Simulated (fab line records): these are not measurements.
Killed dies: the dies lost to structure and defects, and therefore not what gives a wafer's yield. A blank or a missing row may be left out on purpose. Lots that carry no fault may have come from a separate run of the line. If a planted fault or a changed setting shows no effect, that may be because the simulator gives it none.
8D (eight disciplines) problem report, filled in by code -- flow sky130 -- the parts of the form that need people (team, actions taken, sign-off) are left out

== 1. THE ISSUE ==
Across 6 wafers from 2 lots, LDD_HVN_TW at SKY_LDD_HVN_TW_MEAS_10 averages 2930, while fault-free wafers read 1438 with a standard deviation of 8.8. That is +99 or more standard deviations from the usual mean.
Earliest sighting: wafer L785.3 on film_metro-01 at day 26 05:28. The record has a number at this step for 36 wafers belonging to 12 lots. By rule, "out" or "out of limits" means more than 4 standard deviations away from the usual mean. Any other wafer with a number is counted as sound.

== 2. WHAT IT IS, WHAT IT ISN'T ==
question,is,is not
which readings at this step,LDD_HVN_TW,-
which lots,"L785, L786","L769, L770, L772, L773, L775, L776, L777, L780, L784, L790"
which wafers of those lots,all that have a number,-
read on which gauges,"film_metro-01, film_metro-02",film_metro-03
when,from day 26 05:28,up to then (27 sound wafers); but 3 sound wafers of L790 came after

== 3. SUSPECTS, AND WHAT RULES EACH OUT ==
Counting: a tool at any process step up to the reading remains a suspect when it ran all the lots that are out and ran no sound lot after the first of those.
- the gauge at SKY_LDD_HVN_TW_MEAS_10: ruled out. The wafers that are out were read on 2 gauges (film_metro-01, film_metro-02).
- implanter-04 at SKY_LDD_HVN_IMPLANT_08: kept. Every lot that is out went through it, starting with L785 (day 26 05:14), and after that it ran no sound lot; the last sound lot it ran before then is L784 (day 26 01:12). Its own readings are out on those wafers: beam_on_s, dose_ions_cm2, faraday_current_uA.
The count leaves implanter-04 at SKY_LDD_HVN_IMPLANT_08.

== 4. THE CAUSE (what the simulator had put in) ==
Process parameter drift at SKY_LDD_HVN_IMPLANT_08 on implanter-04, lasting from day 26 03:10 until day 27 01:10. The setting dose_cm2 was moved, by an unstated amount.
After counting, this tool was the only one left.

== 5. THE CHAIN OF EFFECTS, in route order ==
Each row: a reading where the mean over the struck wafers with a number is more than 3 standard deviations away from the usual. Scope: only readings with a usual standard deviation given in the record; hours: median across lots of the time from each lot's start at the first step in this table that gives one to its start at this step; sigmas: change in usual standard deviations.
hours,step,reading,usual,on struck wafers,change,sigmas
0,SKY_LDD_HVN_IMPLANT_08,beam_on_s,10.01 s,12.71,+2.70,+13
0,SKY_LDD_HVN_IMPLANT_08,dose_ions_cm2,3.001e+13,3.084e+14,+2.784e+14,+99 or more
0,SKY_LDD_HVN_IMPLANT_08,end_station_pressure_torr,5.11e-06 Torr,5.91e-06,+8.02e-07,+3.2
0,SKY_LDD_HVN_IMPLANT_08,faraday_current_uA,169,1365,+1196,+99 or more
0,SKY_LDD_HVN_TW_MEAS_10,LDD_HVN_TW,1438,2930,+1492,+99 or more
Its process steps:
- SKY_LDD_HVN_IMPLANT_08

== 6. HOW IT WOULD HAVE BEEN CAUGHT EARLIER ==
Counted from the fault's start at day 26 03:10, it took 2 hours until the first out-of-limits reading at a measuring or inspecting step in this record, taken at day 26 05:28.
Tool's own readings at SKY_LDD_HVN_IMPLANT_08, beam_on_s, dose_ions_cm2, faraday_current_uA: out on all struck wafers the step has rows for; an alarm limit on them would have tripped on the first.
Among the 2 lots that are out, L786 began SKY_LDD_HVN_IMPLANT_08 on implanter-04 after day 26 05:28. A hold on the tool at that time would have spared it.
